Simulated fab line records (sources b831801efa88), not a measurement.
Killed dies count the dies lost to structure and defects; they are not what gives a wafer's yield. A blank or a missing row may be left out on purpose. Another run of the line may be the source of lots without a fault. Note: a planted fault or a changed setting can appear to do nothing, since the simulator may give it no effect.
fab line records | flow gf180mcu
record: lots: 6 | wafers: 18 | last_day: 34
route steps=602 shown CONTACT@288
lots untouched by any fault: they come from a run of this same line in which no faults occurred
start_h: start of the lot's first displayed wafer, in hours after the record's first day | wait_h: hours elapsed since this lot's preceding step | " identical to the entry in the row above | L1.1+2: a row that stands for several wafers | - no value, or no start was given | * or withheld: withheld | < > ~ a bound
route shown NAME@n: names a module that has steps shown in the file, with the first one's number in the route | usual: mean/standard deviation of fault-free wafers | same: alike in all rows | chamber/n: place in a boat | sites: per-site readings | _std_site: how widely they spread, as a standard deviation | _edge_site: mean of outer sites minus mean of inner sites | radius_mm: how far each site lies from the wafer's centre | mask NAME#n: copy n | behind: tool/chamber where the wafer was last shaped | hold: why the lot was held/for how many hours/how that ended | device: transistor that didn't switch, given as n, p or np | end of line: the same wafers' tests at the end of the route | for a step that has no rows: nothing shown but its recipe | killed: dies that structure and defects cost at the first sort, which is not the same as the wafer's yield | map: dies across one wafer; x = killed, . = not, _ = none there
set.NAME: the setting as run; set.NAME@STEP: as run at that earlier step | model.NAME: the simulator's own value behind a step, which no gauge read
certain route steps with their lots: each step a table, each wafer a row
services: a tool's chamber out of use, with start hour (start_h, from the record's first day; less than 0 if before it), hours out, and reason
== steps ==
step: GF_CONTACT_THK_MEAS_01
recipe: reads: SiO2_of_CONTACT_CVD_00
usual: CONTACT_CVD_00_THK: 300/3.2
lot.wafer | tool          | chamber | start_h | wait_h | CONTACT_CVD_00_THK[nm]
L945.1    | film_metro-03 | -       | 346.31  | 0.0    | 303
L945.3    | "             | -       | "       | "      | 294
L945.5    | "             | -       | "       | "      | 302
L952.1    | film_metro-04 | -       | 428.92  | 0.0    | 296
L952.3    | "             | -       | "       | "      | 302
L952.6    | "             | -       | "       | "      | 302
L953.1    | film_metro-03 | -       | 441.40  | 0.0    | 296
L953.2    | "             | -       | "       | "      | 303
L953.4    | "             | -       | "       | "      | 293
L957.2    | film_metro-04 | -       | 474.57  | 0.0    | 300
L957.5    | "             | -       | "       | "      | 302
L957.6    | "             | -       | "       | "      | 301
L959.1    | film_metro-04 | -       | 486.29  | 0.0    | 303
L959.5    | "             | -       | "       | "      | 300
L959.6    | "             | -       | "       | "      | 306
L966.1    | film_metro-03 | -       | 532.90  | 0.0    | 297
L966.3    | "             | -       | "       | "      | 298
L966.6    | "             | -       | "       | "      | 301
step: GF_CONTACT_CVD_02
recipe: material: SiO2 | target_thk_nm: 860 | precursor: TEOS | temp_c: 400 | time_s: 95.992 | rf_w: 600
usual: heater_power_w: 639/100 | rf_fwd_power_W: 596.5/2.3
lot.wafer | tool     | chamber | start_h | wait_h | heater_power_w | rf_fwd_power_W
L945.1    | pecvd-02 | 2       | 346.37  | 0.1    | 638            | 598.0
L945.3    | "        | 0       | "       | "      | 838            | 594.4
L945.5    | "        | 2       | "       | "      | 521            | 600.0
L952.1    | pecvd-02 | 1       | 428.98  | 0.1    | 746            | 598.2
L952.3    | "        | 2       | "       | "      | 647            | 601.7
L952.6    | "        | 1       | "       | "      | 609            | 596.3
L953.1    | pecvd-03 | 0       | 441.46  | 0.1    | 624            | 599.5
L953.2    | "        | 2       | "       | "      | 560            | 599.9
L953.4    | "        | 1       | "       | "      | 664            | 595.6
L957.2    | pecvd-02 | 1       | 474.62  | 0.0    | 646            | 598.1
L957.5    | "        | 0       | "       | "      | 790            | 600.3
L957.6    | "        | 2       | "       | "      | 631            | 595.4
L959.1    | pecvd-01 | 1       | 486.35  | 0.1    | 545            | 596.5
L959.5    | "        | 0       | "       | "      | 547            | 594.9
L959.6    | "        | 1       | "       | "      | 592            | 599.0
L966.1    | pecvd-01 | 1       | 532.96  | 0.1    | 587            | 597.0
L966.3    | "        | 2       | "       | "      | 651            | 594.3
L966.6    | "        | 2       | "       | "      | 509            | 594.4
step: GF_CONTACT_THK_MEAS_03
recipe: reads: SiO2_of_CONTACT_CVD_02
usual: CONTACT_CVD_02_THK: 862/12
lot.wafer | tool          | chamber | start_h | wait_h | CONTACT_CVD_02_THK[nm]
L945.1    | film_metro-04 | -       | 346.48  | 0.1    | 853
L945.3    | "             | -       | "       | "      | 869
L945.5    | "             | -       | "       | "      | 862
L952.1    | film_metro-01 | -       | 429.05  | 0.0    | 851
L952.3    | "             | -       | "       | "      | 850
L952.6    | "             | -       | "       | "      | 856
L953.1    | film_metro-01 | -       | 441.53  | 0.0    | 856
L953.2    | "             | -       | "       | "      | 853
L953.4    | "             | -       | "       | "      | 868
L957.2    | film_metro-03 | -       | 474.70  | 0.0    | 856
L957.5    | "             | -       | "       | "      | 882
L957.6    | "             | -       | "       | "      | 871
L959.1    | film_metro-03 | -       | 486.42  | 0.0    | 859
L959.5    | "             | -       | "       | "      | 869
L959.6    | "             | -       | "       | "      | 871
L966.1    | film_metro-03 | -       | 533.03  | 0.0    | 863
L966.3    | "             | -       | "       | "      | 869
L966.6    | "             | -       | "       | "      | 882
step: GF_CONTACT_CMP_04
recipe: material: SiO2 | down_force_psi: 4 | platen_rpm: 60 | pad_velocity_m_s: 0.94248
usual: edge_zone_pressure_frac: 1.000/0.0047 | motor_current_A: 12.2/1.1 | retaining_ring_pressure_frac: 1.000/0.0045 | time_to_endpoint_s: 111/5.7
lot.wafer | tool   | chamber | start_h | wait_h | edge_zone_pressure_frac | motor_current_A | retaining_ring_pressure_frac | time_to_endpoint_s
L945.3    | cmp-02 | 3       | 346.64  | 0.1    | 1.001                   | 12.3            | 1.003                        | 122
L945.1    | "      | 0       | "       | "      | 1.004                   | 12.6            | 0.997                        | 112
L945.5    | "      | 1       | "       | "      | 1.001                   | 12.9            | 1.003                        | 114
L952.3    | cmp-02 | 0       | 429.16  | 0.1    | 0.998                   | 13.0            | 1.004                        | 104
L952.1    | "      | 2       | "       | "      | 1.007                   | 12.8            | 0.995                        | 104
L952.6    | "      | 3       | "       | "      | 0.999                   | 12.8            | 0.998                        | 109
L953.4    | cmp-01 | 0       | 441.59  | 0.0    | 0.998                   | 12.1            | 1.003                        | 105
L953.1    | "      | 1       | "       | "      | 1.004                   | 10.4            | 0.998                        | 101
L953.2    | "      | 2       | "       | "      | 1.001                   | 11.5            | 0.995                        | 106
L957.2    | cmp-01 | 2       | 474.85  | 0.1    | 0.992                   | 13.0            | 1.000                        | 110
L957.6    | "      | 0       | "       | "      | 0.995                   | 12.0            | 1.005                        | 107
L957.5    | "      | 1       | "       | "      | 1.004                   | 10.4            | 1.003                        | 110
L959.1    | cmp-02 | 3       | 486.53  | 0.1    | 1.001                   | 12.6            | 1.006                        | 117
L959.6    | "      | 2       | "       | "      | 1.006                   | 13.8            | 0.999                        | 116
L959.5    | "      | 3       | "       | "      | 1.000                   | 12.8            | 1.014                        | 115
L966.3    | cmp-02 | 2       | 533.19  | 0.1    | 0.993                   | 12.9            | 1.007                        | 115
L966.1    | "      | 3       | "       | "      | 1.003                   | 12.4            | 0.991                        | 116
L966.6    | "      | 1       | "       | "      | 0.998                   | 13.1            | 1.001                        | 120
step: GF_CONTACT_BOW_MEAS_05
recipe: mode: bow
usual: CONTACT_BOW: 63/6.8
lot.wafer | tool          | chamber | start_h | wait_h | CONTACT_BOW[um]
L945.1    | film_metro-04 | -       | 346.84  | 0.1    | 63
L945.3    | "             | -       | "       | "      | 65
L945.5    | "             | -       | "       | "      | 63
L952.1    | film_metro-01 | -       | 429.41  | 0.1    | 72
L952.3    | "             | -       | "       | "      | 62
L952.6    | "             | -       | "       | "      | 64
L953.1    | film_metro-01 | -       | 441.89  | 0.2    | 49
L953.2    | "             | -       | "       | "      | 71
L953.4    | "             | -       | "       | "      | 61
L957.2    | film_metro-04 | -       | 475.07  | 0.2    | 56
L957.5    | "             | -       | "       | "      | 60
L957.6    | "             | -       | "       | "      | 60
L959.1    | film_metro-03 | -       | 486.78  | 0.2    | 59
L959.5    | "             | -       | "       | "      | 55
L959.6    | "             | -       | "       | "      | 55
L966.1    | film_metro-03 | -       | 533.39  | 0.1    | 68
L966.3    | "             | -       | "       | "      | 63
L966.6    | "             | -       | "       | "      | 65
step: GF_CONTACT_DEHYDRATE_06
recipe: temp_c: 200 | time_s: 60
step: GF_CONTACT_HMDS_07
recipe: prime_time_s: 60 | prime_temp_c: 120
step: GF_CONTACT_COAT_08
recipe: resist: BARC | temp_c: withheld | time_s: withheld | spin_rpm: withheld | resist_thk_nm: withheld
step: GF_CONTACT_COAT_09
recipe: resist: KrF | spin_rpm: withheld | resist_thk_nm: 1000
step: GF_CONTACT_SOFTBAKE_10
recipe: temp_c: 130 | time_s: 60 | resist: KrF
step: GF_CONTACT_EXPOSE_11
recipe: mask_id: Contact | target_cd_nm: 220 | na: 0.68 | source_shape: conventional | sigma_outer: 0.6 | dose_mj: 38
step: GF_CONTACT_PEB_12
recipe: peb_temp_c: 135 | peb_time_s: 90 | resist: KrF
step: GF_CONTACT_DEVELOP_13
recipe: develop_time_s: 60 | resist: KrF | dev_temp_c: 21
usual: chill_plate_temp_C: 22.99/0.11 | develop_time_s: 60/0
lot.wafer | tool           | chamber | start_h | wait_h | chill_plate_temp_C | develop_time_s | model.KrF_of_CONTACT_COAT_09.thk_nm
L945.1    | litho_track-02 | 0       | 367.97  | 0.2    | 23.09              | 60             | 988.5
L945.3    | "              | 0       | "       | "      | 23.00              | 60             | 988.3
L945.5    | "              | 0       | "       | "      | 23.07              | 60             | 988.4
L952.1    | litho_track-03 | -       | 453.03  | 0.2    | -                  | -              | 992.6
L952.3    | "              | -       | "       | "      | -                  | -              | 993.4
L952.6    | "              | -       | "       | "      | -                  | -              | 996.3
L953.1    | litho_track-02 | -       | 466.22  | 0.2    | -                  | -              | 999.2
L953.2    | "              | -       | "       | "      | -                  | -              | 996.9
L953.4    | "              | -       | "       | "      | -                  | -              | 996.8
L957.2    | litho_track-02 | 0       | 498.94  | 0.2    | 22.80              | 60             | 987.7
L957.5    | "              | 0       | "       | "      | 22.88              | 60             | 986.8
L957.6    | "              | 0       | "       | "      | 23.04              | 60             | 987.4
L959.1    | litho_track-03 | 0       | 510.33  | 0.2    | 23.06              | 60             | 987.3
L959.5    | "              | 0       | "       | "      | 23.13              | 60             | 984.6
L959.6    | "              | 0       | "       | "      | 23.14              | 60             | 983.2
L966.1    | litho_track-03 | 0       | 555.78  | 0.2    | 23.03              | 60             | 985.4
L966.3    | "              | 0       | "       | "      | 22.95              | 60             | 985.9
L966.6    | "              | 0       | "       | "      | 23.21              | 60             | 986
step: GF_CONTACT_CD_MEAS_14
recipe: target_cd_nm: 220
usual: cd_nm: 219.7/1.5
lot.wafer | tool      | chamber | start_h | wait_h | cd_nm
L945.1    | cd_sem-02 | -       | 368.12  | 0.1    | 221.0
L945.3    | "         | -       | "       | "      | 219.0
L945.5    | "         | -       | "       | "      | 219.4
L952.1    | cd_sem-02 | -       | 453.18  | 0.1    | -
L952.3    | "         | -       | "       | "      | -
L952.6    | "         | -       | "       | "      | -
L953.1    | cd_sem-02 | -       | 466.40  | 0.2    | -
L953.2    | "         | -       | "       | "      | -
L953.4    | "         | -       | "       | "      | -
L957.2    | cd_sem-01 | -       | 499.09  | 0.1    | 219.2
L957.5    | "         | -       | "       | "      | 220.0
L957.6    | "         | -       | "       | "      | 219.7
L959.1    | cd_sem-02 | -       | 510.48  | 0.1    | 220.1
L959.5    | "         | -       | "       | "      | 220.5
L959.6    | "         | -       | "       | "      | 221.1
L966.1    | cd_sem-01 | -       | 555.93  | 0.1    | 221.1
L966.3    | "         | -       | "       | "      | 221.2
L966.6    | "         | -       | "       | "      | 221.7
== services ==
tool           | chamber | start_h | hours | kind
cmp-01         | -       | 332.21  | 4.7   | repair
pecvd-02       | 1       | 337.56  | 10.1  | repair
cmp-01         | -       | 354.78  | 0.3   | repair
pecvd-01       | -       | 355.59  | 6.0   | pm
cmp-01         | -       | 366.54  | 0.2   | repair
pecvd-01       | -       | 368.88  | 14.0  | pm
pecvd-01       | 0       | 368.88  | 14.0  | vent_cycle
pecvd-02       | 0       | 374.02  | 4.9   | repair
litho_track-02 | -       | 398.98  | -     | consumable_replace:filter
pecvd-01       | -       | 403.00  | 1.4   | repair
cmp-01         | -       | 404.00  | 4.0   | pm
pecvd-03       | -       | 409.82  | 2.8   | pm
pecvd-03       | -       | 413.12  | 5.8   | repair
cmp-02         | -       | 414.04  | 2.6   | repair
cmp-01         | -       | 416.68  | 3.3   | pm
cmp-01         | -       | 429.11  | 1.6   | repair
pecvd-02       | -       | 430.76  | 2.8   | pm
cmp-01         | -       | 443.02  | 2.3   | repair
pecvd-01       | -       | 448.69  | 0.8   | repair
pecvd-01       | 2       | 456.34  | 4.2   | repair
pecvd-03       | 2       | 494.31  | 32.9  | repair
pecvd-03       | -       | 494.98  | 0.3   | repair
cmp-01         | -       | 532.65  | 5.9   | repair
pecvd-02       | -       | 553.26  | 0.8   | pm
== key ==
first_sign: step: GF_CONTACT_DEVELOP_13 | reading: tool_record | direction: missing
effect none on later readings
model_effect: step: GF_CONTACT_DEVELOP_13 | value: KrF_of_CONTACT_COAT_09.thk_nm | without: 980.9 | struck: 995.9
met_at GF_CONTACT_DEVELOP_13
struck_wafers L952.1,L952.3,L952.6,L953.1,L953.2,L953.4
later_rows_left_out L952.1,L952.3,L952.6,L953.1,L953.2,L953.4
sort_left_out L952.1,L952.3,L952.6,L953.1,L953.2,L953.4
tester_left_out L952,L953
onset_between 367.97 453.03
fault: kind: skipped_step_whole | tool: litho_track-02,litho_track-03 | chamber: - | onset_h: 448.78 | steps: GF_CONTACT_DEVELOP_13 | scope: struck_lots_only
tester_left_out: of these lots the tester's yield and bins aren't shown, on N5 and GAA mostly nor the transistor test; their killed dies are dies lost to structure and defects alone, not to doping, threshold or leakage, so they don't give the yield
sort_left_out: the simulated sort isn't trusted on such a fault, so these wafers' sort isn't shown, and their yield isn't known
later_rows_left_out: the simulator's readings of these wafers behind a module that went badly wrong aren't trusted and aren't shown, but for the sort
